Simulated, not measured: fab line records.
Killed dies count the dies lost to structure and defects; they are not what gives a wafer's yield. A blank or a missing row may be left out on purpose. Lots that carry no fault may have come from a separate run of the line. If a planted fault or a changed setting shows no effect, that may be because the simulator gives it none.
A struck lot beside a sound one ; flow gf180mcu ; 32 out of 602 route steps
Sound: wafers L159.1, L159.2, L159.5. The struck wafers were L163.1, L163.3, L163.4. The cause comes at the end.
Each step with rows lists, per side, the tool, then ch with its chambers, then its first start. Under that, the readings that differ: sound wafers ; struck wafers ; difference of the means ; sigmas: that difference in standard deviations of wafers without a fault.
alike: words and numbers the same on both sides, and readings whose means are apart by under 2 such deviations; not compared: readings that were withheld, readings missing a value for some wafer, numbers with overlapping values and no deviation given by the record, and bounds like >300 which may hide the same value.
The two part at a step that has a row with sigmas, a row that says differs or no value, or rows on one side only. Numbers that don't overlap but have no deviation are shown without sigmas and don't part them. Lack of a reading on every wafer of one side parts them only where that side has two or more wafers.

first, 2 steps without rows for these wafers: GF_SAB_ETCH_11 (etches SiO2 in C4F8/O2/Ar, target depth 55 nm, time 8.5 s); GF_SAB_WET_ETCH_12 (etches SiO2 in dHF, target depth 22 nm, time 440 s).
GF_SAB_STRIP_13: strips in O2/N2.
  sound on plasmaAsher-01 ch 0,1, day 15 17:34; struck on plasmaAsher-01 ch 0,1, day 17 01:00
  alike: drypumpMotorCurrentA, heaterPowerW, oesProductAu, stripTimeToEndpointS
  not compared: rfHoursCounterH
then, 2 steps without rows for these wafers: GF_SALICIDE_CLEAN_00 (cleans in SC1/SC2, time 150 s); GF_SALICIDE_WET_ETCH_01 (etches SiO2 in dHF, target depth 5 nm, time 100 s).
GF_SALICIDE_SPUTTER_02: material Co, target thk 10 nm, time 20 s.
  sound on pvdSputter-01 at day 15 17:45; struck on pvdSputter-01 at day 17 01:11
  alike: throttleValvePct
GF_SALICIDE_SPUTTER_03: material TiN, target thk 20 nm, time 16.7 s.
  sound on pvdSputter-01 at day 15 17:47; struck on pvdSputter-01 at day 17 01:13
  alike: throttleValvePct
GF_SALICIDE_RS_MEAS_04: uses a four-point probe to measure.
  sound on filmMetro-01 at day 15 17:48; struck on filmMetro-01 at day 17 01:14
  alike: SALICIDE_TIN_RS
GF_SALICIDE_THK_MEAS_05: measures by xrf.
  sound on filmMetro-01 at day 15 17:55; struck on filmMetro-01 at day 17 01:22
  alike: SALICIDE_TIN_THK
then, 3 steps without rows for these wafers: GF_SALICIDE_RTA_06 (time 30 s); GF_SALICIDE_WET_ETCH_07 (etches the open film in SPM, target depth 120 nm); GF_SALICIDE_RTA_08 (time 30 s).
GF_CONTACT_CVD_00: deposits SiO2, target thk 300 nm, time 50 s.
  sound on hdpcvd-02 ch 1, day 15 18:17; struck on hdpcvd-02 ch 0,1, day 17 01:44
reading;sound;struck;difference;sigmas
sih4FlowSccm (sccm);59.96 60.15 59.81;51.06 50.80 51.00;-9.02;-53
model.SiO2_of_CONTACT_CVD_00.thkNm (nm);308.7 303.8 302.8;254.5 252.6 256.1;-50.7;
GF_CONTACT_THK_MEAS_01:
  sound on filmMetro-04 at day 15 18:25; struck on filmMetro-02 at day 17 01:46
reading;sound;struck;difference;sigmas
CONTACT_CVD_00_THK (nm);309 304 303;254 253 256;-51;-17
then, 1 step without rows for these wafers: GF_CONTACT_CVD_02 (deposits SiO2 from TEOS, target thk 860 nm, time 95.992 s).
GF_CONTACT_THK_MEAS_03:
  sound on filmMetro-02 at day 15 18:32; struck on filmMetro-03 at day 17 01:54
  alike: CONTACT_CVD_02_THK
then, 1 step without rows for these wafers: GF_CONTACT_CMP_04 (polishes SiO2).
GF_CONTACT_BOW_MEAS_05:
  sound on filmMetro-02 at day 15 18:54; struck on filmMetro-02 at day 17 02:16
  alike: CONTACT_BOW
then, 8 steps without rows for these wafers: GF_CONTACT_DEHYDRATE_06 (time 60 s); GF_CONTACT_HMDS_07 (prime time 60 s); GF_CONTACT_COAT_08; GF_CONTACT_COAT_09 (resist thk 1000 nm); GF_CONTACT_SOFTBAKE_10 (time 60 s); GF_CONTACT_EXPOSE_11 (exposes mask Contact, target cd 220 nm); GF_CONTACT_PEB_12 (peb time 90 s); GF_CONTACT_DEVELOP_13 (develop time 60 s).
GF_CONTACT_CD_MEAS_14: the cd target is 220 nm.
  sound on cdSem-02 at day 16 17:15; struck on cdSem-01 at day 18 01:42
reading;sound;struck;difference;sigmas
cdNm (nm);223.0 222.3 224.3;218.9 219.8 219.7;-3.7;-3
GF_CONTACT_OVL_MEAS_15:
  sound on overlay-02 at day 16 17:22; struck on overlay-02 at day 18 01:49
  alike: CONTACT_OVL
GF_CONTACT_ETCH_16: etches BARC in N2/H2.
  sound on rieDiel-04 ch 0,2,3, day 16 17:24; struck on rieDiel-04 ch 0,1,3, day 18 01:51
  alike: biasW, drypumpMotorCurrentA, oesProductAu, throttleValvePct
GF_CONTACT_ETCH_17: etches SiO2 in C4F8/O2/Ar, stops on CoSi2, target depth 860 nm.
  sound on rieDiel-04 ch 0,2,3; struck on rieDiel-04 ch 0,1,3
reading;sound;struck;difference;sigmas
oesProductAu (a.u.);0.817 0.819 0.817;0.789 0.789 0.799;-0.025;-6
model.CONTACT.featureDepthNm (nm);869 863.4 863.8;813.9 812.2 815.6;-51.5;
model.etch.depthNm (nm);869 863.4 863.8;813.9 812.2 815.6;-51.5;
  alike: biasW
GF_CONTACT_STRIP_18: strips in O2/N2.
  sound on plasmaAsher-02 ch 0,1, day 16 17:34; struck on plasmaAsher-02 ch 0,1, day 18 02:01
  alike: drypumpMotorCurrentA, heaterPowerW, oesProductAu
  not compared: rfHoursCounterH
-- the record jumps here: 13 days lie between the struck wafers' starts before and after (it left off in module CONTACT and takes up again in module PASSIVATION, whose first step shown is number 602 of the route) --
GF_PASSIVATION_PROBE_99:
  only the struck wafers here have rows in the record (prober-02, day 30 18:33); the sound ones have none

WHERE THEY PART
Last at GF_PASSIVATION_PROBE_99 as far as this record goes, first at GF_CONTACT_CVD_00.

WHY: what the simulator had put in
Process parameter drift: hdpcvd-02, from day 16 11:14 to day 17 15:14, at GF_CONTACT_CVD_00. A move of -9 in setting sih4FlowSccm, from 60. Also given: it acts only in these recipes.
